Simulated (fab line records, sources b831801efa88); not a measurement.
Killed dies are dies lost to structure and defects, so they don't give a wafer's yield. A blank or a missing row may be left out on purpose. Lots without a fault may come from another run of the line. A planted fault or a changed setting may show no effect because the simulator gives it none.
Split-lot experiment | flow sfq_line | 5 lots, 23 wafers read, on a route of 325 steps

THE SPLIT
At SFQ_TRILAYER_I4_VIA_LITHO_COAT_103 (resist thk 650 nm), the setting spin_rpm was moved away from the recipe's 3000 rpm on 8 of the 23 wafers read, by -4.1% to +6.9%. The other wafers ran this setting at the recipe's value.

FROM THE SPLIT TO THE READING: what the file shows between them, 4 steps
- SFQ_TRILAYER_I4_VIA_LITHO_SOFTBAKE_107
- SFQ_TRILAYER_I4_VIA_LITHO_EXPOSE_104: exposes mask I4, target cd 700 nm
- SFQ_TRILAYER_I4_VIA_LITHO_DEVELOP_105: time 60 s
- SFQ_TRILAYER_I4_VIA_BARC_OPEN_VIA_ETCH_146: etches BARC in O2, target depth 125 nm, time 41.7 s

THE READING
KrF_of_TRILAYER_I4_VIA_LITHO_COAT_103.thk_nm (the simulator's own value, which no gauge read), in nm, at SFQ_TRILAYER_I4_VIA_ETCH_VIA_ETCH_106 (etches SiO2 in CHF3, stops on Nb, target depth 260 nm). The file gives no usual value for it. The 15 wafers here that ran the recipe average 529.4 nm, standard deviation 2.5 nm.

wafer  | tool, chamber at the split | spin_rpm as run, rpm | against the recipe | KrF_of_TRILAYER_I4_VIA_LITHO_COAT_103.thk_nm, nm | against lot-mates on the recipe
L074.3 | litho_track-03, 0          | 3000                 | recipe             | 532.7                                            | -
L074.4 | litho_track-03, 0          | 3000                 | recipe             | 532.4                                            | -
L074.5 | litho_track-03, 0          | 3000                 | recipe             | 532.1                                            | -
L078.1 | litho_track-01, 0          | 3000                 | recipe             | 531                                              | -
L078.2 | litho_track-01, 0          | 3000                 | recipe             | 530.6                                            | -
L078.4 | litho_track-01, 0          | 3000                 | recipe             | 533.2                                            | -
L078.5 | litho_track-01, 0          | 3000                 | recipe             | 528.2                                            | -
L078.6 | litho_track-01, 0          | 3000                 | recipe             | 528.8                                            | -
L079.1 | litho_track-03, 0          | 2895                 | -3.5%              | 540.9                                            | +13.9
L079.2 | litho_track-03, 0          | 3000                 | recipe             | 528.3                                            | -
L079.3 | litho_track-03, 0          | 2895                 | -3.5%              | 537.6                                            | +10.6
L079.4 | litho_track-03, 0          | 2895                 | -3.5%              | 542.5                                            | +15.5
L079.6 | litho_track-03, 0          | 3000                 | recipe             | 525.8                                            | -
L083.1 | litho_track-03, 0          | 3000                 | recipe             | 528.1                                            | -
L083.2 | litho_track-03, 0          | 2876                 | -4.1%              | 542.2                                            | +13.4
L083.4 | litho_track-03, 0          | 3000                 | recipe             | 529.6                                            | -
L083.5 | litho_track-03, 0          | 2876                 | -4.1%              | 540.8                                            | +11.9
L083.6 | litho_track-03, 0          | 2876                 | -4.1%              | 542.6                                            | +13.8
L084.1 | litho_track-04, 0          | 3207                 | +6.9%              | 505.3                                            | -21.6
L084.2 | litho_track-04, 0          | 3207                 | +6.9%              | 504.1                                            | -22.8
L084.3 | litho_track-04, 0          | 3000                 | recipe             | 529.3                                            | -
L084.4 | litho_track-04, 0          | 3000                 | recipe             | 527                                              | -
L084.5 | litho_track-04, 0          | 3000                 | recipe             | 524.3                                            | -

THE FIT
A straight line over all 23 wafers: KrF_of_TRILAYER_I4_VIA_LITHO_COAT_103.thk_nm changes by -3.35 nm for each +1% of spin_rpm; r = -0.97; the points scatter about the line by 2.4 nm.
The same after taking each lot's own level away (the mean of its wafers on the recipe; 23 wafers): -3.3 nm for each +1%; r = -0.99; scatter 1.7 nm.
On that fit, the largest move of spin_rpm shifts the reading by 23 nm.
The lots' own levels span 526.87 to 532.40 nm, that is 2.2 times the standard deviation above.
So the lot-to-lot level changes the slope little: the two slopes agree.
Check: with one of the wafers moved furthest among these (+6.9%) left out of the fit, the line predicts -23.1 nm for it against its lot-mates. It came out at -21.6 nm against them.

OTHER SPLITS ON THESE WAFERS
These wafers also went through other splits before the reading. Each is held against what the fit with the lots' levels taken away leaves over:
other split on the same wafers                   | wafers away from the commonest value | r with KrF_of_TRILAYER_I4_VIA_LITHO_COAT_103.thk_nm (lot level and that fit taken away)
SFQ_TRILAYER_I3_VIA_LITHO_COAT_085 resist_thk_nm | 5                                    | +0.13
SFQ_TRILAYER_I3_VIA_ETCH_VIA_ETCH_088 bias_w     | 7                                    | +0.12
SFQ_TRILAYER_M4_LITHO_EXPOSE_094 dose_mj         | 7                                    | -0.10

THE WHOLE CHAIN: every reading that the file lists as answering this split, in the file's order
step                                       | what it does                                          | reading                                                                                       | change (the file's fit)              | r (the file's)
SFQ_TRILAYER_I4_VIA_LITHO_COAT_103         | resist thk 650 nm                                     | KrF_of_TRILAYER_I4_VIA_LITHO_COAT_103.thk_nm (the simulator's own value, which no gauge read) | -3.14 nm for each +1% of the setting | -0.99
SFQ_TRILAYER_I4_VIA_BARC_OPEN_VIA_ETCH_146 | etches BARC in O2, target depth 125 nm, time 41.7 s   | KrF_of_TRILAYER_I4_VIA_LITHO_COAT_103.thk_nm (the simulator's own value, which no gauge read) | -3.19 nm for each +1% of the setting | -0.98
SFQ_TRILAYER_I4_VIA_ETCH_VIA_ETCH_106      | etches SiO2 in CHF3, stops on Nb, target depth 260 nm | KrF_of_TRILAYER_I4_VIA_LITHO_COAT_103.thk_nm (the simulator's own value, which no gauge read) | -3.28 nm for each +1% of the setting | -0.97

THE FILE'S OWN FIT
KrF_of_TRILAYER_I4_VIA_LITHO_COAT_103.thk_nm changes by -3.28 nm for each +1% of spin_rpm, r = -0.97.
